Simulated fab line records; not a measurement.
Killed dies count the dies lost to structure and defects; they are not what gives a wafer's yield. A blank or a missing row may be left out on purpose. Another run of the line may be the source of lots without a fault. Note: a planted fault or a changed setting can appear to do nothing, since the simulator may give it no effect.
Comparing a struck lot with a sound one || flow gf180mcu || 28 out of 602 route steps
Sound: wafers L827.1, L827.2, L827.5. The struck wafers were L835.4, L835.5, L835.6. The cause is given at the end.
Order at every step that has rows: each side's tool, ch and its chambers, its first start. Under that, the readings that differ: sound wafers || struck wafers || difference of the means || sigmas: that difference in standard deviations of wafers without a fault.
alike: readings with means less than 2 such deviations apart, plus words and numbers identical on both sides. not compared: withheld readings, readings lacking a value on some wafer, bounds such as >300 that could conceal the same value, and numbers that have no deviation in the record and whose values overlap.
Wherever a step has rows on one side only, a row that says differs or no value, or a row with sigmas, the two part there. Numbers that don't overlap but have no deviation are shown without sigmas and don't part them. A reading missing from all wafers of one side parts the sides only when that side holds two or more wafers.

first, 3 steps without rows for these wafers: GF_V5_STRIP_19 (strips in post etch residue remover, time 1200 s); GF_V5_CLEAN_20 (cleans in DIW); GF_V5_SPUTTER_21 (material Ti, target thk 15 nm, time 80.02 s).
GF_V5_SPUTTER_22: material TiN, target thk 10 nm, time 40 s.
  sound: pvdSputter-02 at day 29 08:46; struck: pvdSputter-02 at day 31 15:21
  alike: cathodeDcPowerW, throttleValvePct
GF_V5_CVD_23: deposits W, target thk 350 nm, time 104.9 s.
  sound on cvdW-01 ch 0,1, day 29 08:49; struck on cvdW-01 ch 0,1, day 31 15:25
  alike: heaterPowerW
  not compared: sinceWetCleanH
GF_V5_RS_MEAS_24: the measuring method here is four-point-probe.
  sound: filmMetro-01 at day 29 08:55; struck: filmMetro-01 at day 31 15:32
  alike: V5_W_RS
GF_V5_THK_MEAS_25: measures by xrf.
  sound: filmMetro-01 at day 29 09:02; struck: filmMetro-01 at day 31 15:38
  alike: V5_W_THK
then, 2 steps without rows for these wafers: GF_V5_CMP_26 (polishes, stops on SiO2, t overpolish 15 s, target thk 0 nm); GF_TOP_METAL_SPUTTER_00 (material Ti, target thk 37.5 nm, time 150 s).
GF_TOP_METAL_SPUTTER_01: material TiN, target thk 30 nm, time 25 s.
  sound: pvdSputter-03 at day 29 09:30; struck: pvdSputter-03 at day 31 16:04
  alike: cathodeDcPowerW, throttleValvePct
GF_TOP_METAL_SPUTTER_02: material AlCu, target thk 900 nm, time 47.82 s.
  sound: pvdSputter-03 at day 29 09:32; struck: pvdSputter-03 at day 31 16:05
  alike: cathodeDcPowerW, throttleValvePct
then, 1 step without rows for these wafers: GF_TOP_METAL_SPUTTER_03 (material Ti, target thk 5 nm, time 3.3 s).
GF_TOP_METAL_SPUTTER_04: material TiN, target thk 25 nm, time 20.8 s.
  sound: pvdSputter-03 at day 29 09:36; struck: pvdSputter-03 at day 31 16:09
{"reading": "cathodeDcPowerW (W)", "sound": "6500.4 6499.7 6498.4", "struck": "6999.2 6999.9 7000.8", "difference": "+500.5", "sigmas": "+99 or more"}
{"reading": "model.TiN_of_TOP_METAL_SPUTTER_04.thkNm (nm)", "sound": "24.98 24.9 25.76", "struck": "27.5 26.7 27.11", "difference": "+1.9", "sigmas": ""}
  alike: throttleValvePct
GF_TOP_METAL_RS_MEAS_05: the measuring method here is four-point-probe.
  sound: filmMetro-02 at day 29 09:37; struck: filmMetro-01 at day 31 16:14
  alike: TOP_METAL_ALCU_RS
GF_TOP_METAL_THK_MEAS_06: measures by xrf.
  sound: filmMetro-02 at day 29 09:44; struck: filmMetro-01 at day 31 16:20
  alike: TOP_METAL_ALCU_THK
then, 7 steps without rows for these wafers: GF_TOP_METAL_DEHYDRATE_07 (time 60 s); GF_TOP_METAL_HMDS_08 (prime time 60 s); GF_TOP_METAL_COAT_09 (resist thk 1500 nm); GF_TOP_METAL_SOFTBAKE_10 (time 60 s); GF_TOP_METAL_EXPOSE_11 (exposes mask MetalTop, target cd 440 nm); GF_TOP_METAL_PEB_12; GF_TOP_METAL_DEVELOP_13 (develop time 60 s).
GF_TOP_METAL_CD_MEAS_14 targets a cd of 440 nm.
  sound: cdSem-01 at day 30 04:40; struck: cdSem-02 at day 32 10:05
  alike: cdNm
GF_TOP_METAL_OVL_MEAS_15:
  sound: overlay-02 at day 30 04:47; struck: overlay-01 at day 32 10:10
  alike: TOP_METAL_OVL
then, 1 step without rows for these wafers: GF_TOP_METAL_METAL_ETCH_16 (etches the open film in Cl2/BCl3, stops on SiO2, target depth 1197 nm, time 199.5 s).
GF_TOP_METAL_STRIP_17: strips in O2/N2.
  sound on plasmaAsher-01 ch 0,1, day 30 05:01; struck on plasmaAsher-04 ch 0,1, day 32 10:25
{"reading": "heaterPowerW (W)", "sound": "378 378 395", "struck": "285 275 331", "difference": -87, "sigmas": -2}
  alike: drypumpMotorCurrentA, n2FlowSccm, oesProductAu, stripTimeToEndpointS
  not compared: rfHoursCounterH
GF_TOP_METAL_STRIP_18: strips in post etch residue remover, time 1200 s.
  sound on wetBench-04 ch 2, day 30 05:07; struck on wetBench-03 ch 2, day 32 10:28
{"reading": "bathHeatDutyPct (%)", "sound": "17.9 17.9 17.6", "struck": "13.8 13.2 14.5", "difference": -4.0, "sigmas": -2}
{"reading": "model.TiN_of_TOP_METAL_SPUTTER_04.thkNm (nm)", "sound": "24.55 24.47 25.33", "struck": "27.08 26.29 26.69", "difference": "+1.90", "sigmas": ""}
then, 1 step without rows for these wafers: GF_TOP_METAL_CLEAN_19 (cleans in DIW).

== WHERE THEY PART ==
Last at GF_TOP_METAL_STRIP_18 as far as this record goes, first at GF_TOP_METAL_SPUTTER_04.

WHY: whatever the simulator had introduced
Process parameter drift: pvdSputter-03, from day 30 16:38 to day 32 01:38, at GF_TOP_METAL_SPUTTER_04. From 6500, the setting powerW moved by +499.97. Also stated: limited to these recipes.
